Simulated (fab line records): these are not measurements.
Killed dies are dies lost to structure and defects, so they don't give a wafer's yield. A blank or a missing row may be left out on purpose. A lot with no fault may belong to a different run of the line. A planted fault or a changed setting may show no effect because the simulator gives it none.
Problem report, 8D (eight disciplines) form, completed by code    flow gf180mcu    the parts of the form that need people (team, actions taken, sign-off) are left out

== 1. WHAT IS WRONG ==
Mean M4_ALCU_RS at GF_M4_RS_MEAS_05: 0.0648 ohm/sq over 3 wafers in 2 lots; fault-free wafers: 0.0698 ohm/sq, standard deviation 0.00093. That is -5.4 standard deviations from the usual mean.
The step: measures by four-point-probe.
The first sign was on wafer L514.5 at day 26 13:28, on film_metro-02. At this step, 33 wafers from 11 lots have a number in the record. The rule behind "out" and "out of limits": a value lying over 4 standard deviations away from the usual mean. Any other wafer with a number is counted as sound.

== 2. WHAT IT IS; WHAT IT IS NOT ==
question                     is                      is not
which readings at this step  M4_ALCU_RS              -
which lots                   L514, L515              L505, L507, L516, L518, L519, L522, L523, L524, L525
which wafers of those lots   L514.5, L515.1, L515.5  L514.3, L514.4, L515.4
read on which gauges         film_metro-02           film_metro-01, film_metro-03
when                         from day 26 13:28       up to then (8 sound wafers); but 22 sound wafers of L515, L516, L518, L519, L522, L523, L524, L525 came after

== 3. SUSPECTS, AND WHAT RULES EACH OUT ==
Counting: any tool at a process step up to the reading remains a suspect provided it ran every lot that is out. Sound lots after the first of them don't rule it out here, since some wafers of a struck lot are sound.
- the gauge at GF_M4_RS_MEAS_05: kept. All the wafers that are out were read on film_metro-02, and no step on other tools shows them out.
- pvd_sputter-04 at GF_M4_SPUTTER_02 (material AlCu, target thk 450 nm, time 23.9 s): kept. Ran every lot that is out, first one L514 (day 26 13:20); last sound lot up to then L507 (day 23 22:20).
What counting leaves: pvd_sputter-04 at GF_M4_SPUTTER_02 and film_metro-02 at GF_M4_RS_MEAS_05.

== 4. THE CAUSE (what the simulator had put in) ==
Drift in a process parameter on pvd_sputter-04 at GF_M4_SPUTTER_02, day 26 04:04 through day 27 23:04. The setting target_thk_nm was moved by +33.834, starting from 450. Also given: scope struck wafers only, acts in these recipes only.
This tool is one of the 2 suspects left after counting.

== 5. THE EFFECT CHAIN, in route order ==
Each row: a reading where the mean over the struck wafers with a number is more than 3 standard deviations away from the usual. Only readings whose record carries a usual standard deviation are examined. hours: median over the lots of the time between each lot's start at the first step of this table that gives one and its start at this step. sigmas: the change, counted in usual standard deviations.
hours  step               reading      usual          on struck wafers  change   sigmas
0      GF_M4_RS_MEAS_05   M4_ALCU_RS   0.0698 ohm/sq  0.0648            -0.0050  -5.4
0      GF_M4_THK_MEAS_06  M4_ALCU_THK  447 nm         481               +34      +5.2

== 6. HOW IT WOULD HAVE BEEN CAUGHT EARLIER ==
9 hours passed between the start of the fault at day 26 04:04 and the first reading out of limits at a measuring or inspecting step in this record, taken at day 26 13:28.
Of the tool readings at GF_M4_SPUTTER_02 for which the record gives a usual standard deviation, none was out on any struck wafer, so an alarm limit of 4 standard deviations on them would not have fired.
Lots out: 2; of these, L515 started GF_M4_SPUTTER_02 on pvd_sputter-04 after day 26 13:28. It would have been spared by a hold on the tool at that moment.
